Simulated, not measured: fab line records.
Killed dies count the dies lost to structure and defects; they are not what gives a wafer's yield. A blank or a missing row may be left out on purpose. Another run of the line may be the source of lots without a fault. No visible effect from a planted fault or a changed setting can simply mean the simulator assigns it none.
Struck lot and sound lot, side by side :: flow sky130 :: 18 steps out of a route of 708
Sound: the wafers L400.1, L400.2, L400.4. The struck wafers were L393.3, L393.4, L393.6. The cause comes at the end.
At each step with rows: each side's tool, then ch and its chambers, then its first start. Under that, the readings that differ: sound wafers :: struck wafers :: difference of the means :: sigmas: that difference in standard deviations of wafers without a fault.
alike: readings with means less than 2 such deviations apart, plus words and numbers identical on both sides. not compared: withheld readings, readings lacking a value on some wafer, bounds such as >300 that could conceal the same value, and numbers that have no deviation in the record and whose values overlap.
Wherever a step has rows on one side only, a row that says differs or no value, or a row with sigmas, the two part there. Numbers that don't overlap but have no deviation are shown without sigmas and don't part them. A reading missing from all wafers of one side parts the sides only when that side holds two or more wafers.

first, 2 steps without rows for these wafers: SKY_CONTACT_PEB_12; SKY_CONTACT_DEVELOP_13 (develop time 60 s).
SKY_CONTACT_CD_MEAS_14: target cd 170 nm.
  sound: cd_sem-01 at day 37 09:44; struck: cd_sem-01 at day 35 00:10
  alike: cd_nm
SKY_CONTACT_OVL_MEAS_15:
  sound: overlay-02 at day 37 09:51; struck: overlay-01 at day 35 00:15
  alike: CONTACT_OVL
SKY_CONTACT_ETCH_16: etches BARC in N2/H2, stops on SiO2, time 45.9 s, target depth 60 nm.
  sound on rie_diel-04 ch 1,2,3, day 37 09:53; struck on rie_diel-01 ch 1,2, day 35 00:16
  alike: drypump_motor_current_A, oes_product_au, rf_fwd_power_W, throttle_valve_pct
  not compared: rf_hours_counter_h
SKY_CONTACT_ETCH_17: etches SiO2 in C4F8/O2/Ar, stops on Si3N4, target depth 340 nm.
  sound on rie_diel-04 ch 1,2,3, day 37 09:56; struck on rie_diel-01 ch 1,2, day 35 00:19
  alike: oes_product_au, rf_fwd_power_W
then, 1 step without rows for these wafers: SKY_CONTACT_ETCH_18 (etches Si3N4 in CHF3/O2, stops on TiN, time 39 s, target depth 75 nm).
SKY_CONTACT_STRIP_19: strips in O2/N2.
  sound on plasma_asher-01 ch 0,1, day 37 10:01; struck on plasma_asher-01 ch 0,1, day 35 00:26
  alike: drypump_motor_current_A, oes_product_au, strip_time_to_endpoint_s
  not compared: rf_hours_counter_h
then, 3 steps without rows for these wafers: SKY_CONTACT_STRIP_20 (strips in post etch residue remover, time 1200 s); SKY_CONTACT_CLEAN_21 (cleans in IPA, time 180 s); SKY_CONTACT_CLEAN_22 (cleans in O3/DIW).
SKY_CONTACT_SPUTTER_23: material TiN, target thk 20 nm, time 80 s.
  sound: pvd_sputter-02 at day 37 10:37; struck: pvd_sputter-02 at day 35 01:02
  alike: throttle_valve_pct
SKY_CONTACT_CVD_24: deposits W, target thk 340 nm, time 102.12 s.
  sound on cvd_w-01 ch 0,1, day 37 10:41; struck on cvd_w-02 ch 0,1, day 35 01:08
reading: model.W_of_CONTACT_CVD_24.thk_nm (nm)
sound: 345.2 354.3 347.7
struck: 176.5 169.1 167.1
difference: -178.2
sigmas: 
  alike: heater_power_w
SKY_CONTACT_RS_MEAS_25: measures by four-point-probe.
  sound: film_metro-02 at day 37 10:47; struck: film_metro-02 at day 35 01:14
reading: CONTACT_W_RS (ohm/sq)
sound: 0.332 0.324 0.331
struck: 0.658 0.687 0.694
difference: +0.351
sigmas: +65
SKY_CONTACT_THK_MEAS_26: measures by xrf.
  sound: film_metro-02 at day 37 10:55; struck: film_metro-02 at day 35 01:20
reading: CONTACT_W_THK (nm)
sound: 348 356 349
struck: 177 169 168
difference: -180
sigmas: -29
SKY_CONTACT_CMP_27: polishes, stops on SiO2, t overpolish 15 s, target thk 0 nm.
  sound on cmp-02 ch 0,1,2, day 37 10:58; struck on cmp-02 ch 2,3, day 35 01:23
reading: time_to_endpoint_s (s)
sound: 77.0 84.8 83.0
struck: 39.8 36.1 38.6
difference: -43.4
sigmas: -17
  alike: motor_current_A, platen_rpm
SKY_METAL1_SPUTTER_00: material Ti, target thk 15 nm, time 10 s.
  sound: pvd_sputter-01 at day 37 11:16; struck: pvd_sputter-03 at day 35 01:41
  alike: throttle_valve_pct
SKY_PAD_OPEN_PROBE_99:
  sound wafers here have rows in the record (prober-02, day 49 23:50); struck ones have none

WHERE THEY PART
First at SKY_CONTACT_RS_MEAS_25; last, within this record, at SKY_PAD_OPEN_PROBE_99.

WHY: the cause the simulator had injected
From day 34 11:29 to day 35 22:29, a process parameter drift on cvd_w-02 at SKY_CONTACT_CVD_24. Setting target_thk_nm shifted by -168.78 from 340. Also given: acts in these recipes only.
